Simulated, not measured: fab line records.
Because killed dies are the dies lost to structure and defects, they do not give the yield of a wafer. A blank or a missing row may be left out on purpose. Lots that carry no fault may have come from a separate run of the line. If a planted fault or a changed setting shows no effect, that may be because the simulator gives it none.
A struck lot beside a sound one    flow gf180mcu    16 steps out of a route of 602
Sound: these wafers, L705.2, L705.3, L705.5. Struck: wafer L714.5; the same lot's L714.4 was not struck, so it is left out; see the end for the cause.
Order at every step that has rows: each side's tool, ch and its chambers, its first start. Under that, the readings that differ: sound wafers    struck wafers    difference of the means    sigmas: that difference in standard deviations of wafers without a fault.
alike: words and numbers the same on both sides, and readings whose means are apart by under 2 such deviations; not compared: readings that were withheld, readings missing a value for some wafer, numbers with overlapping values and no deviation given by the record, and bounds like >300 which may hide the same value.
The two part at a step that has a row with sigmas, a row that says differs or no value, or rows on one side only. Non-overlapping numbers with no deviation appear without sigmas and do not part them. A reading that every wafer of one side lacks parts them only if that side has two wafers or more.

GF_POLY_GATE_ETCH_13: etches poly-Si in HBr/Cl2, stops on SiO2, target depth 198.5 nm, time 69.6 s.
  sound on rie si-01 ch 1,3, day 10 22:58; struck on rie si-01 ch 1, day 13 17:17
reading                         sound                struck  difference  sigmas
chamber pressure mTorr (mTorr)  10.025 9.995 10.009  9.990   -0.020      -2
  alike: drypump motor current A, oes product au, rf fwd power W, throttle valve pct
  not compared: rf hours counter h
GF_POLY_GATE_STRIP_14: strips in O2/N2.
  sound on plasma asher-02 ch 0,1, day 10 23:01; struck on plasma asher-03 ch 0, day 13 17:22
  alike: chamber pressure mTorr, drypump motor current A, heater power w, n2 flow sccm, oes product au
  not compared: rf hours counter h
then, 2 steps without rows for these wafers: GF_POLY_GATE_CLEAN_15 (cleans in SC1/SC2, time 150 s); GF_POLY_GATE_OXIDATION_16 (stabilise 600 s, purge 300 s, target thk 4 nm).
GF_POLY_GATE_THK_MEAS_17:
  sound on film metro-04, day 11 00:26; struck on film metro-02, day 13 18:46
  alike: POLY_GATE_OXIDATION_THK
GF_POLY_GATE_CD_MEAS_18:
  sound on cd sem-01, day 11 00:31; struck on cd sem-01, day 13 18:53
  alike: cd nm
then, 6 steps without rows for these wafers: GF_HV_LDD_DEHYDRATE_00 (time 60 s); GF_HV_LDD_HMDS_01 (prime time 60 s); GF_HV_LDD_COAT_02 (resist thk 1000 nm); GF_HV_LDD_SOFTBAKE_03 (time 60 s); GF_HV_LDD_EXPOSE_04 (exposes mask Nplus LV AREA, target cd 400 nm); GF_HV_LDD_PEB_05.
GF_HV_LDD_DEVELOP_06: develop time 60 s.
  sound on litho track-03 ch 0, day 11 18:05; struck on litho track-03 ch 0, day 14 15:08
  alike: developer temp C
GF_HV_LDD_CD_MEAS_07 targets a cd of 400 nm.
  sound on cd sem-01, day 11 18:14; struck on cd sem-01, day 14 15:34
reading     sound              struck  difference  sigmas
cd nm (nm)  403.8 401.7 403.2  416.6   +13.7       +7
  not compared: hold
GF_HV_LDD_OVL_MEAS_08:
  sound on overlay-01, day 11 18:20; struck on overlay-02, day 14 18:16
reading          sound           struck                    difference                    sigmas
hold             - - -           await dispo/2.6h/release  no value on the sound wafers  
HV_LDD_OVL (nm)  -3.5 -2.3 -2.1  1.4                       +4.0                          +3
GF_PASSIVATION_PROBE_99:
  rows exist in the record for the sound wafers here (prober-01, day 30 17:46), none for the struck ones

WHERE THEY PART
Last at GF_PASSIVATION_PROBE_99 as far as this record goes, first at GF_POLY_GATE_ETCH_13.

WHY: whatever the simulator had introduced
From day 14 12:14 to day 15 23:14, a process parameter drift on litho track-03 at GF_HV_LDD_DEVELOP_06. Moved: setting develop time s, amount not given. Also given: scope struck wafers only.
